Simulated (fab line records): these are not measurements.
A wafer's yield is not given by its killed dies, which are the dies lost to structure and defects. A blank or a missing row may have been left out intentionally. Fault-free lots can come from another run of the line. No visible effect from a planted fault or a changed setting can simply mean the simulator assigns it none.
Matching of chambers + flow sky130 + SKY_VIA3_ETCH_15 on rieDiel-03: 4 sister chambers
The step etches SiO2 in C4F8/O2/Ar, stops on TiN, target depth 507 nm, time 78 s. 22 wafers are shown with their chamber, then 11 later ones without.

== EACH WAFER AND ITS CHAMBER ==
| wafer  | chamber | oesProductAu (a.u.) |
|--------|---------|---------------------|
| L077.1 | 2       | 0.943               |
| L077.2 | 0       | 0.945               |
| L077.3 | 3       | 0.950               |
| L077.4 | 1       | 0.945               |
| L077.5 | 3       | 0.940               |
| L077.6 | 2       | 0.946               |
| L085.1 | 1       | 0.945               |
| L085.3 | 0       | 0.952               |
| L085.4 | 0       | 0.945               |
| L086.1 | 2       | 0.951               |
| L086.4 | 2       | 0.943               |
| L086.6 | 1       | 0.943               |
| L088.1 | 3       | 0.948               |
| L088.3 | 3       | 0.946               |
| L088.5 | 3       | 0.949               |
| L090.1 | 0       | 0.946               |
| L090.4 | 3       | 0.943               |
| L090.6 | 3       | 0.955               |
| L091.1 | 0       | 0.943               |
| L091.2 | 2       | 0.943               |
| L091.4 | 1       | 0.945               |
| L093.3 | 2       | 0.947               |

SIGNATURES (averages over the wafers above)
| reading      | chamber 0 | chamber 1 | chamber 2 | chamber 3 | scatter within a chamber |
|--------------|-----------|-----------|-----------|-----------|--------------------------|
| oesProductAu | 0.94620   | 0.94450   | 0.94550   | 0.94729   | 0.00369                  |
Rule: distance of a wafer from a chamber = root of the sum over the readings of ((wafer's reading minus chamber's mean) / reading's scatter) squared. If the next closest chamber is less than 2 further off than the closest, the wafer can't be placed; otherwise it belongs to the closest. The scatter is the square root of a quotient: the sum, over the shown wafers, of each reading's squared deviation from its chamber's mean, divided by wafers minus chambers.

== WAFERS WITH NO CHAMBER GIVEN ==
| wafer  | oesProductAu (a.u.) |
|--------|---------------------|
| L093.4 | 0.948               |
| L093.6 | 0.955               |
| L097.1 | 0.948               |
| L097.2 | 0.944               |
| L097.3 | 0.943               |
| L097.4 | 0.947               |
| L097.5 | 0.944               |
| L097.6 | 0.952               |
| L096.1 | 0.953               |
| L096.2 | 0.941               |
| L096.3 | 0.951               |

== EACH ONE'S CHAMBER ==
| wafer  | from the rows above               | in truth |
|--------|-----------------------------------|----------|
| L093.4 | can't be placed: 3 or 0 or 2 or 1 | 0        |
| L093.6 | can't be placed: 3 or 0 or 2 or 1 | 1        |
| L097.1 | can't be placed: 3 or 0 or 2 or 1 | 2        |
| L097.2 | can't be placed: 1 or 2 or 0 or 3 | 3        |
| L097.3 | can't be placed: 1 or 2 or 0 or 3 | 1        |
| L097.4 | can't be placed: 3 or 0 or 2 or 1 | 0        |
| L097.5 | can't be placed: 1 or 2 or 0 or 3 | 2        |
| L097.6 | can't be placed: 3 or 0 or 2 or 1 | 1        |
| L096.1 | can't be placed: 3 or 0 or 2 or 1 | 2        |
| L096.2 | can't be placed: 1 or 2 or 0 or 3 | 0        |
| L096.3 | can't be placed: 3 or 0 or 2 or 1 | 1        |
Correct placement for 0 of the 11. Not placeable from these rows: 11 (in 11, the candidates include the true chamber). Placed wrongly: 0.
